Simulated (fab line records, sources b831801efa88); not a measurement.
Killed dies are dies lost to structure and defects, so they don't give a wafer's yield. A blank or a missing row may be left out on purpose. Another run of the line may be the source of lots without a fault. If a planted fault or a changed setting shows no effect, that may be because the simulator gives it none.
8D (eight disciplines) problem report, filled in by code | flow gf180mcu | the parts of the form that need people (team, actions taken, sign-off) are left out

## 1. PROBLEM STATEMENT
tilt-deg at GF_MVSD_IMPLANT_09 reads a mean of 5.423 degrees on 6 wafers of 2 lots; wafers without a fault read -0.002 degrees with a standard deviation of 0.021. That is +99 or more standard deviations from the usual mean.
Seen first at day 7 03:55 on implanter-02, wafer L946.1. The record has a number at this step for 18 wafers belonging to 6 lots. Rule for "out", or "out of limits": more than 4 standard deviations from the usual mean. The rest of the wafers with a number are treated as sound.

## 2. WHAT IT IS AND WHAT IT IS NOT
question                    | is                     | is not
which readings at this step | tilt-deg               | -
which lots                  | L946, L951             | L935, L936, L945, L947
which wafers of those lots  | all that have a number | -
read on which tools         | implanter-02           | implanter-04
when                        | from day 7 03:55       | up to then (9 sound wafers); but 3 sound wafers of L947 came after

## 3. WHAT RULES OUT EACH SUSPECT
Counting: any tool at a process step up to the reading is kept as a suspect provided that every lot that is out went through it and no sound lot did after the first of them.
- plasma-asher-02 at GF_LVPWELL_STRIP_10 (strips in O2/N2): ruled out as a lasting fault. The sound lots L947 went through it after L946, its earliest lot that is out (day 6 12:49).
- implanter-02 at GF_MVSD_IMPLANT_09: kept. It ran every lot that is out, first L946 (day 7 03:55), and no sound lot after that; its last sound lot up to then is L936 (day 4 15:29). On those wafers its own readings are out: tilt-deg.
The count leaves implanter-02 at GF_MVSD_IMPLANT_09.

## 4. THE CAUSE (what the simulator had put in)
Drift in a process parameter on implanter-02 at GF_MVSD_IMPLANT_09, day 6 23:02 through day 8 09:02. From 0, the setting tilt-deg moved by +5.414. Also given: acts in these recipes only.
After counting, this tool was the only one left.

## 5. THE EFFECT CHAIN, in route order
One row per reading whose mean, taken over the struck wafers that have a number, lies over 3 standard deviations from the usual. Scope: only readings with a usual standard deviation given in the record; hours: median across lots of the time from each lot's start at the first step in this table that gives one to its start at this step; sigmas: change in usual standard deviations.
hours | step               | reading  | usual          | on struck wafers | change | sigmas
0     | GF_MVSD_IMPLANT_09 | tilt-deg | -0.002 degrees | 5.423            | +5.425 | +99 or more
Its process steps:
- GF_MVSD_IMPLANT_09

## 6. WHAT WOULD HAVE CAUGHT IT SOONER
In this record the first reading out of limits was taken at day 7 03:55, 5 hours after the fault began at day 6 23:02.
